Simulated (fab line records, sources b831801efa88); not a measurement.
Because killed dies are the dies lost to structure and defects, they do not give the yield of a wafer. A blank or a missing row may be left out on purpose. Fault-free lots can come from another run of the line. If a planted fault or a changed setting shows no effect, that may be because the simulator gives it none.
Problem report, 8D (eight disciplines) form, completed by code :: flow gf180mcu :: the parts of the form that need people (team, actions taken, sign-off) are left out

== 1. WHAT IS WRONG ==
Across 3 wafers from 2 lots, SALICIDE_TIN_RS at GF_SALICIDE_RS_MEAS_04 averages 21.74 ohm/sq, while fault-free wafers read 16.40 ohm/sq with a standard deviation of 0.22. Measured from the usual mean, that is +24 standard deviations.
The step: measures by four-point-probe.
The first sign was on wafer L160.1 at day 18 19:18, on film-metro-04. The record has a number at this step for 39 wafers belonging to 13 lots. Rule for "out" (also "out of limits"): further than 4 standard deviations from the usual mean. The other wafers with a number count as sound.

== 2. WHAT IT IS, WHAT IT ISN'T ==
question: which readings at this step
is: SALICIDE_TIN_RS
is not: -

question: which lots
is: L160, L161
is not: L150, L151, L152, L153, L154, L157, L158, L159, L169, L170, L172

question: which wafers of those lots
is: L160.1, L160.5, L161.4
is not: L160.2, L161.3, L161.5

question: read on which gauges
is: film-metro-02, film-metro-04
is not: film-metro-03

question: when
is: from day 18 19:18
is not: up to then (25 sound wafers); but 11 sound wafers of L161, L169, L170, L172 came after

== 3. THE SUSPECTS, EACH WITH WHAT RULES IT OUT ==
Counting: a tool at a process step up to the reading stays a suspect if it ran every lot that is out. Sound lots after the first of them don't rule it out here, since some wafers of a struck lot are sound.
- the gauge at GF_SALICIDE_RS_MEAS_04 is ruled out. Those wafers that are out were read across 2 gauges (film-metro-02, film-metro-04).
- pvd-sputter-04 at GF_SALICIDE_SPUTTER_02 (material Co, target thk 10 nm, time 20 s): kept. It ran every lot that is out, first L160 (day 18 19:14); its last sound lot up to then is L159 (day 18 11:08).
Remaining after the count: pvd-sputter-04 at GF_SALICIDE_SPUTTER_02.

== 4. THE CAUSE (what the simulator had put in) ==
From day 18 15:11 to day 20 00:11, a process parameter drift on pvd-sputter-04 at GF_SALICIDE_SPUTTER_02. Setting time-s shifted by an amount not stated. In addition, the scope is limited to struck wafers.
This tool alone remained once counting was done.

== 5. SEQUENCE OF EFFECTS, ordered by route ==
One row per reading whose mean, taken over the struck wafers that have a number, lies over 3 standard deviations from the usual. Only readings for which the record gives a usual standard deviation are gone through. hours: the time from each lot's start at the first step in this table that gives one to its start at this step, as a median over the lots. sigmas: the change in usual standard deviations.
hours: 0
step: GF_SALICIDE_RS_MEAS_04
reading: SALICIDE_TIN_RS
usual: 16.40 ohm/sq
on struck wafers: 21.74
change: +5.34
sigmas: +24
Later measuring or inspecting steps at which every struck wafer that the step has a row for has a number for every such reading, and none has moved that far: GF_CONTACT_RS_MEAS_25, GF_M1_OVL_MEAS_15.

== 6. HOW IT WOULD HAVE BEEN CAUGHT EARLIER ==
The first out-of-limits reading at a measuring or inspecting step in this record came at day 18 19:18, 4 hours after the fault's start at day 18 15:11.
Tool readings at GF_SALICIDE_SPUTTER_02 with a usual standard deviation given in the record: none out on any struck wafer, hence no alarm at a limit of 4 standard deviations on them.
L161, from the lots that are out (2), started GF_SALICIDE_SPUTTER_02 on pvd-sputter-04 later than day 18 19:18. A tool hold placed at that time would have kept it from harm.
